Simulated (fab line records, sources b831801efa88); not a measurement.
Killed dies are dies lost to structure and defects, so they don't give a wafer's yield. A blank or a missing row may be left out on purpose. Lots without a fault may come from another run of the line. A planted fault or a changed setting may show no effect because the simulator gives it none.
A struck lot beside a sound one | flow gf180mcu | 17 steps out of a route of 602
Sound: wafers L701.1, L701.2, L701.6. Struck: wafers L716.4, L716.5. (L716.1 of the same lot was not struck and is left out.) The cause comes at the end.
At each step with rows: each side's tool, then ch and its chambers, then its first start. Under that, the readings that differ: sound wafers | struck wafers | difference of the means | sigmas: that difference in standard deviations of wafers without a fault.
alike: readings whose means differ by less than 2 such deviations, and words and numbers that are the same on both sides. not compared: withheld readings, readings that some wafer has no value for, bounds like >300 that may hide the same value, and numbers for which the record gives no deviation and whose values overlap.
The two part at a step that has a row with sigmas, a row that says differs or no value, or rows on one side only. Numbers that don't overlap but have no deviation are shown without sigmas and don't part them. A reading that every wafer of one side lacks parts them only if that side has two wafers or more.

first, 4 steps without rows for these wafers: GF_M1_SOFTBAKE_10 (time 60 s); GF_M1_EXPOSE_11 (exposes mask Metal1, target cd 230 nm); GF_M1_PEB_12 (peb time 90 s); GF_M1_DEVELOP_13 (develop time 60 s).
GF_M1_CD_MEAS_14: target cd 230 nm.
  sound on cd_sem-01, day 17 06:51; struck on cd_sem-02, day 23 00:49
  alike: cd_nm
GF_M1_OVL_MEAS_15:
  sound on overlay-02, day 17 06:58; struck on overlay-02, day 23 00:56
  alike: M1_OVL
GF_M1_METAL_ETCH_16: etches the open film in Cl2/BCl3, stops on SiO2, target depth 627.5 nm, time 108 s.
  sound on rie_metal-04 ch 0,1, day 17 07:01; struck on rie_metal-02 ch 0,1, day 23 00:59
  alike: chamber_pressure_mTorr, drypump_motor_current_A, oes_product_au, throttle_valve_pct
  not compared: rf_hours_counter_h
GF_M1_STRIP_17: strips in O2/N2.
  sound on plasma_asher-01 ch 0,1, day 17 07:07; struck on plasma_asher-01 ch 0,1, day 23 01:05
  alike: chamber_pressure_mTorr, drypump_motor_current_A, heater_power_w, oes_product_au, platen_temp_c, strip_time_to_endpoint_s
  not compared: rf_hours_counter_h
then, 3 steps without rows for these wafers: GF_M1_STRIP_18 (strips in post etch residue remover, time 1200 s); GF_M1_CLEAN_19 (cleans in DIW); GF_V1_CVD_00 (deposits SiO2, target thk 600 nm, time 100 s).
GF_V1_THK_MEAS_01:
  sound on film_metro-04, day 17 07:43; struck on film_metro-03, day 23 01:48
  alike: V1_CVD_00_THK
GF_V1_CVD_02: deposits SiO2 from TEOS, target thk 850 nm, time 94.851 s.
  sound on pecvd-03 ch 0,1,2, day 17 07:47; struck on pecvd-03 ch 1,2, day 23 01:52
  reading                             | sound             | struck      | difference | sigmas
  run_length_s (s)                    | 121.7 123.6 123.0 | 166.6 167.1 | +44.1      | +79
  model.SiO2_of_V1_CVD_02.thk_nm (nm) | 844.5 842.2 852.9 | 1247 1251   | +402       |
  alike: heater_power_w
GF_V1_THK_MEAS_03:
  sound on film_metro-01, day 17 07:51; struck on film_metro-03, day 23 02:10
  reading            | sound       | struck    | difference | sigmas
  V1_CVD_02_THK (nm) | 844 842 853 | 1247 1251 | +403       | +42
  not compared: hold
GF_V1_CMP_04: polishes SiO2.
  sound on cmp-01 ch 2,3, day 17 07:55; struck on cmp-01 ch 1,2, day 23 04:02
  reading                | sound    | struck                                            | difference                   | sigmas
  hold                   | - - -    | await_dispo/1.6h/release await_dispo/1.6h/release | no value on the sound wafers |
  time_to_endpoint_s (s) | 80 79 81 | 226 227                                           | +146                         | +29
  alike: motor_current_A
GF_V1_BOW_MEAS_05:
  sound on film_metro-03, day 17 08:13; struck on film_metro-04, day 23 04:20
  alike: V1_BOW
then, 1 step without rows for these wafers: GF_PASSIVATION_PROBE_99.

WHERE THEY PART
First at GF_V1_CVD_02; last, within this record, at GF_V1_CMP_04. Later steps at which nothing parts them and some readings are alike: GF_V1_BOW_MEAS_05.

WHY: what the simulator had put in
Process parameter drift: pecvd-03, from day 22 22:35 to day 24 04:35, at GF_V1_CVD_02. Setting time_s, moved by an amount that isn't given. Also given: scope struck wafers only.
